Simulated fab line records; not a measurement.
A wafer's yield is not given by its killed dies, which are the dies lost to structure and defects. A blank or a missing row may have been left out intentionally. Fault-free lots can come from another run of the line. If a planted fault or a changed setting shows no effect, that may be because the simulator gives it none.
Struck lot and sound lot, side by side | flow gf180mcu | 17 out of 602 route steps
Sound: wafers L689.3, L689.5, L689.6. Wafers L694.2, L694.3, L694.5 were the ones struck. Last of all comes the cause.
At each step with rows: each side's tool, then ch and its chambers, then its first start. Under that, the readings that differ: sound wafers | struck wafers | difference of the means | sigmas: that difference in standard deviations of wafers without a fault.
alike: readings whose means differ by less than 2 such deviations, and words and numbers that are the same on both sides. not compared: withheld readings, readings that some wafer has no value for, bounds like >300 that may hide the same value, and numbers for which the record gives no deviation and whose values overlap.
The two part at a step that has a row with sigmas, a row that says differs or no value, or rows on one side only. Non-overlapping numbers with no deviation appear without sigmas and do not part them. Lack of a reading on every wafer of one side parts them only where that side has two or more wafers.

GF_VT_IMPLANT_OVL_MEAS_07:
  sound on overlay-01 at day 6 20:28; struck on overlay-02 at day 8 03:28
  alike: VT_IMPLANT_OVL
then, 1 step without rows for these wafers: GF_VT_IMPLANT_IMPLANT_08.
GF_VT_IMPLANT_STRIP_09: strips in O2/N2.
  sound on plasma-asher-01 ch 0,1, day 6 20:41; struck on plasma-asher-02 ch 0,1, day 8 03:38
  alike: drypump-motor-current-A, heater-power-w, n2-flow-sccm, oes-product-au, strip-time-to-endpoint-s
  not compared: rf-hours-counter-h
GF_VT_IMPLANT_TW_MEAS_10:
  sound on film-metro-03 at day 6 20:46; struck on film-metro-04 at day 8 03:45
  alike: VT_IMPLANT_TW
then, 7 steps without rows for these wafers: GF_VT_IMPLANT_DEHYDRATE_11 (time 60 s); GF_VT_IMPLANT_HMDS_12 (prime time 60 s); GF_VT_IMPLANT_COAT_13 (resist thk 1000 nm); GF_VT_IMPLANT_SOFTBAKE_14 (time 60 s); GF_VT_IMPLANT_EXPOSE_15 (exposes mask Nwell LV AREA, target cd 860 nm); GF_VT_IMPLANT_PEB_16; GF_VT_IMPLANT_DEVELOP_17 (develop time 60 s).
GF_VT_IMPLANT_OVL_MEAS_18:
  sound on overlay-01 at day 7 12:05; struck on overlay-02 at day 8 20:19
  alike: VT_IMPLANT_01_OVL
GF_VT_IMPLANT_IMPLANT_19:
  sound on implanter-04 ch 0, day 7 12:10; struck on implanter-04 ch 0, day 8 20:22
  reading                   | sound             | struck            | difference | sigmas
  implant-ion-amu           | 75 75 75          | 49 49 49          | -26        |
  model.implant.rp-nm (nm)  | 57.82 57.82 57.82 | 76.27 76.27 76.27 | +18.45     |
  model.implant.drp-nm (nm) | 24.08 24.08 24.08 | 31.48 31.48 31.48 | +7.40      |
GF_VT_IMPLANT_STRIP_20: strips in O2/N2.
  sound on plasma-asher-01 ch 0,1, day 7 12:17; struck on plasma-asher-01 ch 1, day 8 20:29
  alike: drypump-motor-current-A, heater-power-w, n2-flow-sccm, oes-product-au, strip-time-to-endpoint-s
  not compared: rf-hours-counter-h
GF_VT_IMPLANT_TW_MEAS_21:
  sound on film-metro-04 at day 7 12:23; struck on film-metro-03 at day 8 20:36
  reading         | sound          | struck      | difference | sigmas
  VT_IMPLANT_2_TW | 1223 1218 1214 | 701 706 702 | -515       | -43
then, 1 step without rows for these wafers: GF_VT_IMPLANT_DEHYDRATE_22 (time 60 s).
-- the record jumps here: 23 days lie between the struck wafers' starts before and after (it left off in module VT_IMPLANT and takes up again in module PASSIVATION, whose first step shown is number 602 of the route) --
GF_PASSIVATION_PROBE_99:
  record: rows for the struck wafers here (prober-02, day 32 01:13), none for the sound ones

## WHERE THEY PART
Last at GF_PASSIVATION_PROBE_99 as far as this record goes, first at GF_VT_IMPLANT_TW_MEAS_21.

WHY: what the simulator had put in
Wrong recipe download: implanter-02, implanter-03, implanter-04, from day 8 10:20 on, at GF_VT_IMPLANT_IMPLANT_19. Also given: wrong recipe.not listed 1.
